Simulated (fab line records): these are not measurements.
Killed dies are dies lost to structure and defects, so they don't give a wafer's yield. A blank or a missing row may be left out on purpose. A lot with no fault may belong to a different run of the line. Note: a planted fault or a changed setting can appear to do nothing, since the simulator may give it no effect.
A sampling plan put to the test	flow sfq line	one fab line, 26 faults that these records tell of, each judged on the records of the lots that it struck
The line's own looks make up the plan; these are the steps of the route where a gauge or inspection reads the wafer and leaves it unchanged. Where struck wafers have a number at a look and the file lists that look's usual mean and standard deviation on fault-free wafers, the look can be judged. Caught: a look later than the fault's first step finds the struck wafers' mean 4 or more of those standard deviations (sigma) from the usual mean. On the tool: the fault's steps, tested the same way using the tool's own readings. If the struck wafers alone have a blank record, or they carry another recipe, that too counts as caught.

THE FAULTS, as the simulator had put them in
1. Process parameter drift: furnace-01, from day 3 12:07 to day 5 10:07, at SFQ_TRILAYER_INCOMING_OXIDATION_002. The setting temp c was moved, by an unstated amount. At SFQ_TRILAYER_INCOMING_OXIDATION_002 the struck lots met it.
2. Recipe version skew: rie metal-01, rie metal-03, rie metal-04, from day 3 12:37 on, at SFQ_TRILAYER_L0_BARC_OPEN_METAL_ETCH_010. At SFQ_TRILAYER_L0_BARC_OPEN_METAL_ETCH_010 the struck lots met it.
3. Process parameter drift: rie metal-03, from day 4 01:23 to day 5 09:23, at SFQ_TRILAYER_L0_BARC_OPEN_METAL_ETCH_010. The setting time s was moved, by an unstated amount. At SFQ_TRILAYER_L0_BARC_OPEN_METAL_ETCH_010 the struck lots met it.
4. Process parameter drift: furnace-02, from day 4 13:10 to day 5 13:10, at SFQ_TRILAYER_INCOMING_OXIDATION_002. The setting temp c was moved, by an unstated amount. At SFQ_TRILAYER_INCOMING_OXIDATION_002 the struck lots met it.
5. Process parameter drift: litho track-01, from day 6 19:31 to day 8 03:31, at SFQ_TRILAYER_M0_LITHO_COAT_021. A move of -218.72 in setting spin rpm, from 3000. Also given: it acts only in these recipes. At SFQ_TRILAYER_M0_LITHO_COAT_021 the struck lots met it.
6. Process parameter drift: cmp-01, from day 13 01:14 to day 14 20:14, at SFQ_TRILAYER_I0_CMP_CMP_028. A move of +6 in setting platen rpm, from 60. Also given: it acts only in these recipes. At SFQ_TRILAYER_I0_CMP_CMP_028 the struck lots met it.
7. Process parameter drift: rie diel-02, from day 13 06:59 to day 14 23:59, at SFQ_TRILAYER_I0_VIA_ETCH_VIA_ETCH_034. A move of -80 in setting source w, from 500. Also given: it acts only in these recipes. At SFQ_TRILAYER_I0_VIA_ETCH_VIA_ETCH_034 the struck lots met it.
8. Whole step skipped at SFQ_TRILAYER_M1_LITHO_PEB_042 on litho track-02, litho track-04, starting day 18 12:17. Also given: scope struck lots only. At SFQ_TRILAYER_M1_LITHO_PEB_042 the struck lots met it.
9. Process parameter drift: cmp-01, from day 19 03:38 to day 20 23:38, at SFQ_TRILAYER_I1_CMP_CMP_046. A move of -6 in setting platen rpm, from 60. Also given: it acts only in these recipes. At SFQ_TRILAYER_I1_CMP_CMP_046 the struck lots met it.
10. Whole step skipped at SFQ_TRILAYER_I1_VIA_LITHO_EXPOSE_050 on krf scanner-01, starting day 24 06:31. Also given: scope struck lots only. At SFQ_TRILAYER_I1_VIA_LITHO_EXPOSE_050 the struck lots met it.
11. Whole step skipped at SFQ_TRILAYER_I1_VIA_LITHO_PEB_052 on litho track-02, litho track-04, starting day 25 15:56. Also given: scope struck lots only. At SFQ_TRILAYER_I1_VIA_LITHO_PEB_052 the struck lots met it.
12. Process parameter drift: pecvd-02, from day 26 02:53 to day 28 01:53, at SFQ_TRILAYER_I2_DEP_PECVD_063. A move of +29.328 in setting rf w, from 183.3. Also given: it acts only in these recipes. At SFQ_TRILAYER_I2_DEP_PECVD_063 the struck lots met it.
13. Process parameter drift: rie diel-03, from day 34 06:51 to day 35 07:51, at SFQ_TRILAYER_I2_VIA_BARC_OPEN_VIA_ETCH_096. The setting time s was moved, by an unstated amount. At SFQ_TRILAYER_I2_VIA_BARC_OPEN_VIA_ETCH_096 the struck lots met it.
14. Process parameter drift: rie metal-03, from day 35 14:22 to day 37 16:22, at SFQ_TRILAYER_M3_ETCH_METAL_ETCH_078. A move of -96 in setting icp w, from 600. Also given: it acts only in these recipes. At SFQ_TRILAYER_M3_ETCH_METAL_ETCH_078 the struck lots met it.
15. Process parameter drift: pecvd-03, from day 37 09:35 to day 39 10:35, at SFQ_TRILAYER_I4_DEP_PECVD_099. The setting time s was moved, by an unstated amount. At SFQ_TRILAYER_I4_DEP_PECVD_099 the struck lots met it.
16. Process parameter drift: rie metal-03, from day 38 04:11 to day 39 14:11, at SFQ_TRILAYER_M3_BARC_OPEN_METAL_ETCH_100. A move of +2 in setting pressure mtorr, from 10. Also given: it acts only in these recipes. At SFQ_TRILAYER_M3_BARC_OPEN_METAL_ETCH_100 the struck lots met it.
17. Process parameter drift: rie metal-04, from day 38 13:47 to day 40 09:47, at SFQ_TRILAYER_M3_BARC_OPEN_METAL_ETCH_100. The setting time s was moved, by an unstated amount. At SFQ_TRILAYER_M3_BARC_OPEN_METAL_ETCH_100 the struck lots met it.
18. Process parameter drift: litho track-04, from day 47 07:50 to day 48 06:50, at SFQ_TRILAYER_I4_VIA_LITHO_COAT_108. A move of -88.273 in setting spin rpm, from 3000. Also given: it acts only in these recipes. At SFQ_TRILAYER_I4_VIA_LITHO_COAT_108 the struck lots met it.
19. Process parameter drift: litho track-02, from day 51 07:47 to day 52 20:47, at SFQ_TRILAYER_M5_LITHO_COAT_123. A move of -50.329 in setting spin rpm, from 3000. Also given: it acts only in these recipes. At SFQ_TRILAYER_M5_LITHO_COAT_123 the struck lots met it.
20. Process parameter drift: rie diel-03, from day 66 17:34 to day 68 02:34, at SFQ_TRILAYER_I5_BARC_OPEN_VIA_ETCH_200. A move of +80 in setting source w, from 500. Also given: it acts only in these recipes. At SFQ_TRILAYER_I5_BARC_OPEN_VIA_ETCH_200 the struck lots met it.
21. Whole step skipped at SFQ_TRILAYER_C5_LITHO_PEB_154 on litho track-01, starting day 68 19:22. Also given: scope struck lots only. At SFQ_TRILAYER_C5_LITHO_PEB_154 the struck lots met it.
22. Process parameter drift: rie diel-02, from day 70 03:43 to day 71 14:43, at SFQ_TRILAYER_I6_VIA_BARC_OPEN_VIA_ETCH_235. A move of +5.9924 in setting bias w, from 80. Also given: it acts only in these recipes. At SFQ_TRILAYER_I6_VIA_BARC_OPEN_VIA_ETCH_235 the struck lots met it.
23. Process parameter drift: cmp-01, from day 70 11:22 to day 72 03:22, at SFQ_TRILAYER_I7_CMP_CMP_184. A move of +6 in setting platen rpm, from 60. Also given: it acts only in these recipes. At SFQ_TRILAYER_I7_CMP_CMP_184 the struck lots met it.
24. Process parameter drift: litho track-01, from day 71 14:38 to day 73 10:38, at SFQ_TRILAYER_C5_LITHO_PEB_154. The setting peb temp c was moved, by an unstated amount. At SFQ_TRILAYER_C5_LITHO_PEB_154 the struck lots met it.
25. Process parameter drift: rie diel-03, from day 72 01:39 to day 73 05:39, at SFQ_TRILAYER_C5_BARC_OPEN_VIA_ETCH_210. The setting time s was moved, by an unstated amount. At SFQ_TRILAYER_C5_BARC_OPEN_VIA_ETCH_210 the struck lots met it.
26. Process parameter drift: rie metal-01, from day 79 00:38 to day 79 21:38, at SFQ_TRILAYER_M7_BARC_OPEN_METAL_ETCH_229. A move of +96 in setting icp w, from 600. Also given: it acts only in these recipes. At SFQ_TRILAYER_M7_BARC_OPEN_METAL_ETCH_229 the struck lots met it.

WHAT THE PLAN SAW
fault	on the tool itself	first look that catches it	reading, sigma	median hours from its first step to that look	hours from the fault's start to the first struck lot there	judged looks passed uncaught
1	tube center temp C -98 sigma	none of the 2 looks that can be judged after it	-	-	-	2
2	oes product au +28 sigma	no look after it can be judged	-	-	-	0
3	oes product au -7.1 sigma	not the one look that can be judged after it	-	-	-	1
4	tube center temp C -81 sigma	no look after it can be judged	-	-	-	0
5	spin speed rpm -99 or beyond sigma	no look after it can be judged	-	-	-	0
6	platen rpm +99 or beyond sigma	no look after it can be judged	-	-	-	0
7	rf fwd power W -53 sigma	no look after it can be judged	-	-	-	0
8	the tool's record is blank for the struck wafers	not the one look that can be judged after it	-	-	-	1
9	platen rpm -99 or beyond sigma	no look after it can be judged	-	-	-	0
10	no reading that can be judged	not the one look that can be judged after it	-	-	-	1
11	the tool's record is blank for the struck wafers	no look after it can be judged	-	-	-	0
12	rf fwd power W +49 sigma	no look after it can be judged	-	-	-	0
13	run length s +4.3 sigma	not the one look that can be judged after it	-	-	-	1
14	rf fwd power W -50 sigma	no look after it can be judged	-	-	-	0
15	run length s -13 sigma	not the one look that can be judged after it	-	-	-	1
16	chamber pressure mTorr +99 or beyond sigma	no look after it can be judged	-	-	-	0
17	run length s -11 sigma	no look after it can be judged	-	-	-	0
18	spin speed rpm -45 sigma	no look after it can be judged	-	-	-	0
19	spin speed rpm -28 sigma	no look after it can be judged	-	-	-	0
20	rf fwd power W +32 sigma	no look after it can be judged	-	-	-	0
21	the tool's record is blank for the struck wafers	no look after it can be judged	-	-	-	0
22	bias w +26 sigma	not the one look that can be judged after it	-	-	-	1
23	platen rpm +99 or beyond sigma	no look after it can be judged	-	-	-	0
24	heater power total W -15 sigma	no look after it can be judged	-	-	-	0
25	run length s +4.9 sigma	no look after it can be judged	-	-	-	0
26	rf fwd power W +29 sigma	no look after it can be judged	-	-	-	0
Dash: fault not caught, or number not given in these records.

Caught at a look: 0 of 26. Caught on the tool: 25 of 26. By one or the other: 25 of 26.
Faults 1, 2, 3, 4, 5, 6, 7, 8, 9, 11, 12, 13, 14, 15, 16, 17, 18, 19, 20, 21, 22, 23, 24, 25, 26 were caught on the tool alone.
Caught by neither: fault 10.
